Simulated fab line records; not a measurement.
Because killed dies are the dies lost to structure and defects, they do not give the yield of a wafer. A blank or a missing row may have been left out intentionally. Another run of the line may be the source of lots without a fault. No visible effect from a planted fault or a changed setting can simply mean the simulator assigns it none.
Struck lot and sound lot, side by side | flow sky130 | 37 steps out of a route of 708
Sound: these wafers, L809.1, L809.3, L809.5. The struck wafers were L800.1, L800.2, L800.4. At the end, the cause is stated.
For every step that has rows: the tool of each side, followed by ch and its chambers, followed by its first start. Under that, the readings that differ: sound wafers | struck wafers | difference of the means | sigmas: that difference in standard deviations of wafers without a fault.
alike: same words and numbers on both sides, and readings whose means sit less than 2 such deviations apart. not compared: any withheld reading, any reading some wafer has no value for, any bound like >300 that may hide the same value, and any number with overlapping values for which the record gives no deviation.
A row with sigmas, a row that says differs or no value, or rows on one side alone: a step with any of these is where the two part. Numbers that don't overlap but have no deviation are shown without sigmas and don't part them. A reading missing from all wafers of one side parts the sides only when that side holds two or more wafers.

first, 10 steps without rows for these wafers: SKY_LDD_LDN_SOFTBAKE_03 (time 60 s); SKY_LDD_LDN_EXPOSE_04 (exposes mask LDNTM, target cd 700 nm); SKY_LDD_LDN_PEB_05; SKY_LDD_LDN_DEVELOP_06 (develop time 60 s); SKY_LDD_LDN_IMPLANT_08; SKY_LDD_LDN_IMPLANT_09; SKY_LDD_LDN_IMPLANT_10; SKY_LDD_LDN_IMPLANT_11; SKY_LDD_LDN_STRIP_12 (strips in O2/N2); SKY_LDD_LDN_CLEAN_14 (cleans in SC1/SC2, time 150 s).
SKY_SPACER_CVD_00: deposits Si3N4 from DCS/NH3, target thk 43.1 nm, time 740 s.
  sound on lpcvd-02 ch 0, day 29 01:53; struck on lpcvd-02 ch 1, day 25 18:54
  reading                                  | sound            | struck           | difference | sigmas
  zone power centre pct (%)                | 13.1 13.1 13.0   | 14.4 14.4 14.2   | +1.3       | +2
  model.Si3N4_of_SPACER_CVD_00.thk nm (nm) | 43.09 43.19 43.3 | 37.3 37.26 37.54 | -5.8       |
  alike: spike tc top C
SKY_SPACER_THK_MEAS_01:
  sound on film metro-01, day 29 03:05; struck on film metro-01, day 25 20:06
  reading                | sound          | struck         | difference | sigmas
  SPACER_CVD_00_THK (nm) | 43.1 43.2 43.3 | 37.3 37.3 37.5 | -5.8       | -16
SKY_SPACER_ETCHBACK_02: etches Si3N4 in CH3F/O2, stops on SiO2, time 46.7 s, target depth 45 nm.
  sound on rie diel-03 ch 0,3, day 29 03:08; struck on rie diel-01 ch 1,2,3, day 25 20:10
  reading                  | sound             | struck            | difference | sigmas
  oes product au (a.u.)    | 0.850 0.857 0.855 | 0.789 0.785 0.786 | -0.067     | -11
  model.etch.depth nm (nm) | 43.09 43.19 43.3  | 37.3 37.26 37.54  | -5.8       |
  alike: O2_flow_sccm, chamber pressure mTorr, drypump motor current A, throttle valve pct
  not compared: rf hours counter h
then, 22 steps without rows for these wafers: SKY_POLY_CUT_DEHYDRATE_00 (time 60 s); SKY_POLY_CUT_HMDS_01 (prime time 60 s); SKY_POLY_CUT_COAT_02 (resist thk 60 nm); SKY_POLY_CUT_COAT_03 (resist thk 450 nm); SKY_POLY_CUT_SOFTBAKE_04 (time 90 s); SKY_POLY_CUT_EXPOSE_05 (exposes mask NPCM, target cd 270 nm); SKY_POLY_CUT_PEB_06; SKY_POLY_CUT_DEVELOP_07 (develop time 60 s); SKY_POLY_CUT_ETCH_10 (etches BARC in N2/H2, stops on SiO2, time 45.9 s, target depth 60 nm); SKY_POLY_CUT_ETCH_11 (etches Si3N4 in CF4/CH2F2/Ar, stops on poly-Si, time 42.5 s, target depth 60 nm); SKY_POLY_CUT_STRIP_12 (strips in O2/N2); SKY_SD_P_DEHYDRATE_00 (time 60 s); SKY_SD_P_HMDS_01 (prime time 60 s); SKY_SD_P_COAT_02 (resist thk 1140 nm); SKY_SD_P_SOFTBAKE_03 (time 60 s); SKY_SD_P_EXPOSE_04 (exposes mask PSDM, target cd 380 nm); SKY_SD_P_PEB_05; SKY_SD_P_DEVELOP_06 (develop time 60 s); SKY_SD_P_IMPLANT_09; SKY_SD_P_STRIP_10 (strips in O2/N2); SKY_RES_XHIGH_DEHYDRATE_00 (time 60 s); SKY_RES_XHIGH_HMDS_01 (prime time 60 s).
-- the record jumps here: 5 days lie between the struck wafers' starts before and after (it left off in module RES_XHIGH and takes up again in module SALICIDE, whose first step shown is number 361 of the route) --
SKY_SALICIDE_CLEAN_00: cleans in HF-last, time 30 s.
  sound on wet bench-02 ch 1, day 33 19:08; struck on wet bench-04 ch 2, day 30 15:44
  reading                                  | sound             | struck            | difference | sigmas
  model.Si3N4_of_SPACER_CVD_00.thk nm (nm) | 42.11 42.21 42.32 | 36.32 36.29 36.56 | -5.82      |
-- the record jumps here: 17 days lie between the struck wafers' starts before and after (it left off in module SALICIDE and takes up again in module PAD_OPEN, whose first step shown is number 708 of the route) --
SKY_PAD_OPEN_PROBE_99:
  sound on prober-01, day 49 23:34; struck on prober-01, day 47 22:58
  reading                                 | sound             | struck            | difference | sigmas
  model.etest.pfet_01v8.r on ohm um       | 2809 2946 2900    | 2763 2763 2778    | -117       |
  model.etest.sonos uncharged.r on ohm um | 795.9 830.1 822.6 | 793.3 794.4 789.1 | -23.9      |
  model.etest.pfet_01v8.drive ua um       | 200.2 191.1 196.2 | 202.1 203 202.4   | +6.7       |
  model.etest.sram pfet latch.drive ua um | 149.7 140.2 145.2 | 150.9 156 154.2   | +8.7       |
  model.etest.pfet_01v8_hvt.drive ua um   | 149.6 140.8 146.4 | 150.8 152.8 153   | +6.6       |
  model.etest.pfet_01v8_mvt.drive ua um   | 157 150.3 153.8   | 157.6 162 158.1   | +5.5       |
  model.etest.pfet_01v8_lvt.drive ua um   | 178.2 172 175.7   | 182.5 184 181.4   | +7.3       |
  alike: killed_at_M0_to_M3, killed_at_M4_up, killed at contacts, killed at front end, killed at other, killed dies, killed open, killed short
  not compared: model.etest.ring_1v8.delay ps

== WHERE THEY PART ==
At SKY_SPACER_CVD_00 first; at SKY_SPACER_ETCHBACK_02 last (within this record only). Later steps at which nothing parts them and some readings are alike: SKY_PAD_OPEN_PROBE_99.

WHY: what had been put in by the simulator
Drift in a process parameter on lpcvd-02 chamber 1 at SKY_SPACER_CVD_00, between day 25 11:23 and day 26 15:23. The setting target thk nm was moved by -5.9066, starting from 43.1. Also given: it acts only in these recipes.
